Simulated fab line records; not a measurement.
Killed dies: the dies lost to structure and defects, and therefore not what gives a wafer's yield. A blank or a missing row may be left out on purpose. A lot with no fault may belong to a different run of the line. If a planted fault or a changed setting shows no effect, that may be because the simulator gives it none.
Which tool did it? ; flow gf180mcu ; 39 wafers from 13 lots sampled at 5 of the route's 602 steps

## WHAT EACH GAUGE READ, for each wafer
GF_STI_THK_MEAS_22. Usual: STI_OXIDATION_01_THK typically reads 14.8 nm, with standard deviation 0.35.
lot;measured;on;STI_OXIDATION_01_THK (nm);flag
L201;day 2 09:28;filmMetro-01;15.0 15.0 14.9;
L202;day 2 14:34;filmMetro-01;14.7 14.9 14.7;
L203;day 2 19:41;filmMetro-03;14.8 14.6 14.8;
L204;day 3 00:50;filmMetro-01;14.8 14.8 15.0;
L206;day 3 09:46;filmMetro-03;15.3 15.4 15.2;
L207;day 3 15:49;filmMetro-03;15.4 15.3 15.6;
L208;day 3 21:40;filmMetro-01;15.1 14.7 15.0;
L211;day 4 14:11;filmMetro-01;14.6 14.5 14.7;
L213;day 4 22:17;filmMetro-03;14.5 14.2 14.5;
L215;day 5 10:50;filmMetro-03;15.0 14.5 14.8;
L216;day 5 17:22;filmMetro-03;14.3 14.6 14.3;
L217;day 5 18:30;filmMetro-03;14.6 14.7 14.6;
L223;day 7 08:47;filmMetro-03;14.8 14.9 14.5;

GF_NWELL_TW_MEAS_11. Usual: NWELL_TW typically reads 1579, with standard deviation 19.
lot;measured;on;NWELL_TW;flag
L201;day 3 14:44;filmMetro-03;1598 1595 1598;
L202;day 3 19:07;filmMetro-04;1576 1586 1575;
L203;day 4 00:38;filmMetro-04;1588 1575 1590;
L204;day 4 06:16;filmMetro-03;1593 1589 1583;
L206;day 4 16:04;filmMetro-04;1589 1576 1574;
L207;day 4 20:40;filmMetro-04;1594 1583 1584;
L208;day 5 04:12;filmMetro-03;1597 1587 1586;
L211;day 5 23:05;filmMetro-02;1550 1546 1541;
L213;day 6 06:55;filmMetro-02;1549 1536 1538;
L215;day 6 19:03;filmMetro-04;1570 1573 1578;
L216;day 7 01:26;filmMetro-03;1598 1602 1599;
L217;day 7 04:04;filmMetro-04;1584 1573 1570;
L223;day 9 02:28;filmMetro-03;1595 1590 1588;

GF_VT_IMPLANT_RS_MEAS_49: the measuring method here is four-point-probe. Usual: MVPSD_RS typically reads 1169 ohm/sq, with standard deviation 3.5.
lot;measured;on;MVPSD_RS (ohm/sq);flag
L201;day 7 20:00;filmMetro-02;1173 1174 1172;
L202;day 8 00:23;filmMetro-03;1161 1161 1157;
L203;day 8 05:22;filmMetro-03;1165 1171 1169;
L204;day 8 13:29;filmMetro-02;1168 1165 1165;
L206;day 8 23:56;filmMetro-04;1174 1173 1172;
L207;day 9 06:08;filmMetro-04;1165 1169 1167;
L208;day 9 15:06;filmMetro-04;1168 1169 1168;
L211;day 10 16:21;filmMetro-03;1168 1168 1173;
L213;day 11 02:22;filmMetro-04;1168 1173 1164;
L215;day 11 15:42;filmMetro-03;1103 1107 1102;OFF
L216;day 12 03:29;filmMetro-04;1105 1108 1105;OFF
L217;day 12 04:34;filmMetro-04;1170 1172 1168;
L223;day 14 15:37;filmMetro-02;1171 1169 1169;

## WHICH TOOL RAN EACH LOT (tool, then ch and the chambers of the sampled wafers, then the start)
lot;GF_MVPSD_IMPLANT_09;GF_VT_IMPLANT_STRIP_20
L201;implanter-01 ch 0, day 5 08:38;plasmaAsher-02 ch 0,1, day 6 14:26
L202;implanter-03 ch 0, day 5 12:41;plasmaAsher-02 ch 0,1, day 6 18:22
L203;implanter-01 ch 0, day 5 17:46;plasmaAsher-01 ch 0,1, day 6 22:59
L204;implanter-03 ch 0, day 6 01:02;plasmaAsher-04 ch 0,1, day 7 06:26
L206;implanter-03 ch 0, day 6 09:52;plasmaAsher-02 ch 0,1, day 7 15:31
L207;implanter-03 ch 0, day 6 16:13;plasmaAsher-04 ch 0,1, day 7 21:43
L208;implanter-03 ch 0, day 7 00:01;plasmaAsher-04 ch 0,1, day 8 05:34
L211;implanter-03 ch 0, day 7 19:49;plasmaAsher-02 ch 0,1, day 9 03:11
L213;implanter-03 ch 0, day 8 04:17;plasmaAsher-02 ch 0,1, day 9 14:05
L215;implanter-03 ch 0, day 8 17:16;plasmaAsher-01 ch 0,1, day 10 03:28
L216;implanter-03 ch 0, day 9 01:38;plasmaAsher-02 ch 0,1, day 10 12:53
L217;implanter-01 ch 0, day 9 02:52;plasmaAsher-01 ch 0,1, day 10 14:22
L223;implanter-02 ch 0, day 11 08:23;plasmaAsher-01 ch 0,1, day 12 22:34
- GF_MVPSD_IMPLANT_09
- GF_VT_IMPLANT_STRIP_20: strips in O2/N2.

## AS READ BY THE TOOLS THEMSELVES (means over the sampled wafers that have a number; for cases with no such wafer, the mark the record gives instead)
GF_MVPSD_IMPLANT_09. Usual: doseIonsCm2 5e+12, standard deviation 5.2e+09; endStationPressureTorr 5.05e-06 Torr, standard deviation 2.7e-07; faradayCurrentUA 28.2, standard deviation 0.6.
lot;tool;doseIonsCm2;endStationPressureTorr (Torr);faradayCurrentUA;flag
L201;implanter-01;5e+12;4.83e-06;28.2;
L202;implanter-03;5e+12;5.20e-06;28.4;
L203;implanter-01;5e+12;5.23e-06;28.2;
L204;implanter-03;5e+12;5.23e-06;28.8;
L206;implanter-03;5e+12;4.86e-06;28.5;
L207;implanter-03;5e+12;5.02e-06;28.0;
L208;implanter-03;5e+12;5.14e-06;28.0;
L211;implanter-03;5e+12;4.76e-06;28.2;
L213;implanter-03;5e+12;4.92e-06;28.2;
L215;implanter-03;7e+12;4.66e-06;38.0;OFF
L216;implanter-03;7e+12;4.93e-06;37.9;OFF
L217;implanter-01;5e+12;5.05e-06;28.8;
L223;implanter-02;5e+12;4.97e-06;28.0;

GF_VT_IMPLANT_STRIP_20. Usual: drypumpMotorCurrentA 5.7 A, standard deviation 0.35; heaterPowerW 339 W, standard deviation 31; oesProductAu 0.716 a.u., standard deviation 0.0041; stripTimeToEndpointS 12.62 s, standard deviation 0.032.
lot;tool;drypumpMotorCurrentA (A);heaterPowerW (W);oesProductAu (a.u.);stripTimeToEndpointS (s);flag
L201;plasmaAsher-02;5.6;365;0.716;12.61;
L202;plasmaAsher-02;5.6;370;0.717;12.66;
L203;plasmaAsher-01;5.2;335;0.716;12.60;
L204;plasmaAsher-04;5.8;329;0.712;12.58;
L206;plasmaAsher-02;5.6;363;0.716;12.63;
L207;plasmaAsher-04;6.0;306;0.716;12.64;
L208;plasmaAsher-04;5.8;327;0.713;12.66;
L211;plasmaAsher-02;5.6;361;0.722;12.67;
L213;plasmaAsher-02;5.6;371;0.717;12.63;
L215;plasmaAsher-01;5.2;334;0.713;12.61;
L216;plasmaAsher-02;5.7;359;0.713;12.63;
L217;plasmaAsher-01;5.2;331;0.711;12.63;
L223;plasmaAsher-01;5.2;327;0.714;12.61;

## THE ANSWER, worked out from the rows above alone
Rule: take the mean of a lot's wafers that have a number; if it is more than 3 standard deviations from the usual mean, the lot is off. Also off: a lot with no number at a reading for which 4 or more lots have one. Where the step has rows for the other lots, those lots are counted as sound. After the gauges, taken in route order, come the tools' own readings; for these a lot's mean is taken, as printed above. At the first step where some lot is off, the reading lying furthest off is the one used; lots without a number count as furthest.
Off: L215, L216, seen at GF_VT_IMPLANT_RS_MEAS_49 (MVPSD_RS).
A tool fits if, at a process step before that reading, it ran every lot that is off, and no sound lot after the first of them. The gauges at GF_VT_IMPLANT_RS_MEAS_49 aren't tried: what is off there is off at GF_MVPSD_IMPLANT_09 too, on other tools, and a gauge's error can't cause that. One fits: GF_MVPSD_IMPLANT_09 on implanter-03. A fault onset in the window from L213 (day 8 04:17, its last sound lot) to L215 (day 8 17:16, its first lot off) fits.
The tool's own readings at GF_MVPSD_IMPLANT_09 bear it out: on the lots that are off they differ by more than 5 times the standard deviation of the sound lots' means. doseIonsCm2 reads 7e+12 there against 5e+12 on the sound lots; faradayCurrentUA reads 38.0 there against 28.3 on the sound lots.

## WHAT THE SIMULATOR HAD PUT IN
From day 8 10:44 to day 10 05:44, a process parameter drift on implanter-03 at GF_MVPSD_IMPLANT_09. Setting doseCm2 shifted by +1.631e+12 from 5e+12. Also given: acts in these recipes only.
Struck lots among those shown: L215, L216. Same finding as the rule above.
